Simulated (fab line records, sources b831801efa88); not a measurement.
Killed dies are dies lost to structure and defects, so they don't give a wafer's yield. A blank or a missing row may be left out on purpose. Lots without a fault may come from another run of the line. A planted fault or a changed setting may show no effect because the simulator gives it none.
A struck lot beside a sound one | flow sky130 | 26 steps out of a route of 708
Sound: wafers L728.3, L728.4, L728.6. Struck: wafers L744.1, L744.3, L744.6. The cause comes at the end.
At each step with rows: each side's tool, then ch and its chambers, then its first start. Under that, the readings that differ: sound wafers | struck wafers | difference of the means | sigmas: that difference in standard deviations of wafers without a fault.
alike: readings whose means differ by less than 2 such deviations, and words and numbers that are the same on both sides. not compared: withheld readings, readings that some wafer has no value for, bounds like >300 that may hide the same value, and numbers for which the record gives no deviation and whose values overlap.
The two part at a step that has a row with sigmas, a row that says differs or no value, or rows on one side only. Numbers that don't overlap but have no deviation are shown without sigmas and don't part them. A reading that every wafer of one side lacks parts them only if that side has two wafers or more.

first, 5 steps without rows for these wafers: SKY_GATE_OXIDE_COAT_05 (resist thk 1140 nm); SKY_GATE_OXIDE_SOFTBAKE_06 (time 60 s); SKY_GATE_OXIDE_EXPOSE_07 (exposes mask LVOM, target cd 600 nm); SKY_GATE_OXIDE_PEB_08; SKY_GATE_OXIDE_DEVELOP_09 (develop time 60 s).
SKY_GATE_OXIDE_OVL_MEAS_10:
  sound on overlay-02, day 15 17:07; struck on overlay-01, day 21 15:31
  alike: GATE_OXIDE_OVL
then, 2 steps without rows for these wafers: SKY_GATE_OXIDE_IMPLANT_11; SKY_GATE_OXIDE_WET_ETCH_12 (etches SiO2 in dHF, target depth 16.8 nm, time 336 s).
SKY_GATE_OXIDE_STRIP_13: strips in O2/N2.
  sound on plasma_asher-01 ch 0,1, day 15 17:26; struck on plasma_asher-03 ch 1, day 21 15:48
  alike: chamber_pressure_mTorr, drypump_motor_current_A, oes_product_au, strip_time_to_endpoint_s
  not compared: rf_hours_counter_h
SKY_GATE_OXIDE_TW_MEAS_14:
  sound on film_metro-03, day 15 17:31; struck on film_metro-04, day 21 15:54
  alike: GATE_OXIDE_TW
then, 2 steps without rows for these wafers: SKY_GATE_OXIDE_CLEAN_15 (cleans in SC1/SC2, time 150 s); SKY_GATE_OXIDE_OXIDATION_16 (stabilise 600 s, purge 300 s, target thk 3.57 nm).
SKY_POLY_GATE_CVD_00: deposits poly-Si, target thk 180 nm, time 720 s.
  sound on lpcvd-01 ch 1, day 15 19:56; struck on lpcvd-01 ch 0, day 21 17:33
  reading                                       | sound             | struck            | difference | sigmas
  model.poly-Si_of_POLY_GATE_CVD_00.thk_nm (nm) | 179.5 179.3 179.2 | 312.3 312.5 311.8 | +132.9     |
SKY_POLY_GATE_THK_MEAS_01:
  sound on film_metro-03, day 15 21:10; struck on film_metro-03, day 21 19:21
  reading                   | sound             | struck            | difference | sigmas
  POLY_GATE_CVD_00_THK (nm) | 179.4 179.5 179.2 | 312.4 312.2 311.6 | +132.7     | +83
then, 8 steps without rows for these wafers: SKY_RES_PROTECT_DEHYDRATE_00 (time 60 s); SKY_RES_PROTECT_HMDS_01 (prime time 60 s); SKY_RES_PROTECT_COAT_02 (resist thk 1140 nm); SKY_RES_PROTECT_SOFTBAKE_03 (time 60 s); SKY_RES_PROTECT_EXPOSE_04 (exposes mask RPM, target cd 1270 nm); SKY_RES_PROTECT_PEB_05; SKY_RES_PROTECT_DEVELOP_06 (develop time 60 s); SKY_POLY_GATE_IMPLANT_02.
SKY_RES_PROTECT_STRIP_07: strips in O2/N2.
  sound on plasma_asher-02 ch 0,1, day 17 01:36; struck on plasma_asher-04 ch 0,1, day 23 02:31
  alike: chamber_pressure_mTorr, drypump_motor_current_A, oes_product_au, strip_time_to_endpoint_s
  not compared: rf_hours_counter_h
SKY_RES_PROTECT_TW_MEAS_08:
  sound on film_metro-03, day 17 01:41; struck on film_metro-03, day 23 02:37
  alike: POLY_GATE_TW
SKY_RES_PROTECT_CLEAN_09: cleans in SC1/SC2, time 150 s.
  sound on wet_bench-02 ch 1, day 17 01:44; struck on wet_bench-02 ch 3, day 23 02:40
  reading                                       | sound             | struck            | difference | sigmas
  model.poly-Si_of_POLY_GATE_CVD_00.thk_nm (nm) | 178.9 178.7 178.5 | 311.6 311.9 311.2 | +132.9     |
then, 1 step without rows for these wafers: SKY_POLY_GATE_CVD_03 (deposits Si3N4 from DCS/NH3, target thk 75 nm, time 1290 s).

WHERE THEY PART
Only at SKY_POLY_GATE_THK_MEAS_01, within this record. Later steps at which nothing parts them and some readings are alike: SKY_RES_PROTECT_STRIP_07, SKY_RES_PROTECT_TW_MEAS_08.

WHY: what the simulator had put in
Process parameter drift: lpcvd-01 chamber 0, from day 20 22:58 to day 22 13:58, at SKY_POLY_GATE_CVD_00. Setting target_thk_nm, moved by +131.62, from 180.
